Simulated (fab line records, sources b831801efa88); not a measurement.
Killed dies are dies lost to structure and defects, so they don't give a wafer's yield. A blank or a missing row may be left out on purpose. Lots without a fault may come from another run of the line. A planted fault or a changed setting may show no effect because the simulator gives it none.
Chamber matching | flow sky130 | SKY_CONTACT_CMP_27 on cmp-02: 4 sister chambers
The step polishes, stops on SiO2, t overpolish 15 s, target thk 0 nm. 8 wafers are shown with their chamber, then 8 later ones without.

WAFERS WITH THEIR CHAMBER
wafer  | chamber | time_to_endpoint_s (s) | motor_current_A (A)
L553.5 | 0       | 88                     | 10.7
L555.1 | 3       | 93                     | 10.7
L555.6 | 0       | 89                     | 10.1
L558.6 | 1       | 87                     | 10.9
L559.1 | 2       | 74                     | 10.2
L559.4 | 3       | 94                     | 10.7
L559.6 | 1       | 82                     | 11.1
L567.3 | 2       | 73                     | 11.0

WAFERS WITHOUT THEIR CHAMBER
wafer  | time_to_endpoint_s (s) | motor_current_A (A)
L567.4 | 81                     | 10.9
L567.6 | 88                     | 9.3
L573.2 | 81                     | 11.2
L573.4 | 84                     | 10.0
L573.5 | 93                     | 11.6
L574.3 | 91                     | 10.2
L574.4 | 76                     | 10.7
L574.5 | 84                     | 10.8

WHICH CHAMBER EACH WENT THROUGH
wafer  | from the rows above     | in truth
L567.4 | 1                       | 1
L567.6 | can't be placed: 0 or 3 | 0
L573.2 | 1                       | 1
L573.4 | can't be placed: 0 or 1 | 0
L573.5 | can't be placed: 3 or 0 | 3
L574.3 | can't be placed: 0 or 3 | 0
L574.4 | 2                       | 2
L574.5 | 1                       | 1
Placed correctly: 4 of 8. Can't be placed from these rows: 4 (the true chamber is among the candidates in 4). Placed wrongly: 0.
How it was worked out, from the rows above alone: a wafer's distance from a chamber is the root of the sum, over the readings, of the square of ((its reading less the chamber's mean) divided by the reading's scatter). The wafer belongs to the nearest chamber; if the next one is less than 2 further off, it can't be placed. A chamber's mean is the mean of its shown wafers. The scatter: the root of (the sum of the squares of (reading less its chamber's mean) over the shown wafers, divided by (wafers less chambers)).
